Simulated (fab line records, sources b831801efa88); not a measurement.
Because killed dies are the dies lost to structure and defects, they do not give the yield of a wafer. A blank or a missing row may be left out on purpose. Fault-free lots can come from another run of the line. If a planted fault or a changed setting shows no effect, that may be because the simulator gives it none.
Which of the tools did it? || flow sky130 || 33 wafers sampled from 11 lots at 1 step of a route of 708

== WHAT EACH GAUGE READ, for each wafer ==
SKY_VIA3_THK_MEAS_01.
{"lot": "L903", "measured": "day 39 13:38", "on": "filmMetro-04", "VIA3_HDPCVD_THK (nm)": "1644 1640 1635"}
{"lot": "L904", "measured": "day 40 06:31", "on": "filmMetro-01", "VIA3_HDPCVD_THK (nm)": "1644 1624 1659"}
{"lot": "L906", "measured": "day 42 12:09", "on": "filmMetro-04", "VIA3_HDPCVD_THK (nm)": "1662 1681 1664"}
{"lot": "L910", "measured": "day 42 13:41", "on": "filmMetro-03", "VIA3_HDPCVD_THK (nm)": "1623 1667 1640"}
{"lot": "L913", "measured": "day 42 17:39", "on": "filmMetro-04", "VIA3_HDPCVD_THK (nm)": "1669 1640 1670"}
{"lot": "L914", "measured": "day 42 17:58", "on": "filmMetro-03", "VIA3_HDPCVD_THK (nm)": "1669 1669 1677"}
{"lot": "L917", "measured": "day 43 08:37", "on": "filmMetro-04", "VIA3_HDPCVD_THK (nm)": "1609 1623 1646"}
{"lot": "L919", "measured": "day 43 22:59", "on": "filmMetro-01", "VIA3_HDPCVD_THK (nm)": "1642 1670 1671"}
{"lot": "L921", "measured": "day 44 04:58", "on": "filmMetro-01", "VIA3_HDPCVD_THK (nm)": "1626 1675 1628"}
{"lot": "L922", "measured": "day 45 14:01", "on": "filmMetro-01", "VIA3_HDPCVD_THK (nm)": "1672 1669 1676"}
{"lot": "L923", "measured": "day 45 14:25", "on": "filmMetro-01", "VIA3_HDPCVD_THK (nm)": "1647 1599 1639"}

== WHAT TOOL EACH LOT RAN ON (gives the tool, then ch and the chambers of the sampled wafers, and finally the start) ==
The record shows no process step preceding these readings.

== THE ANSWER, worked out from the rows above alone ==
Rule: what is usual is taken from the lots themselves. The widest of any qualifying gaps counts: lots, ordered by their means at a reading, are off when they make up no more than a third of the lots, leave a main group of 4 or more, and stand apart from it by 3 or more times the standard deviation of that group's means. If all means in a main group match to the digits the tables above print for the reading, that group is not used. Also off: a lot with no number at a reading for which 4 or more lots have one. The other lots that the step has rows for count as sound.
Across all readings shown, no lot is off: no conclusion can be drawn from this.

== WHAT WAS PUT IN BY THE SIMULATOR ==
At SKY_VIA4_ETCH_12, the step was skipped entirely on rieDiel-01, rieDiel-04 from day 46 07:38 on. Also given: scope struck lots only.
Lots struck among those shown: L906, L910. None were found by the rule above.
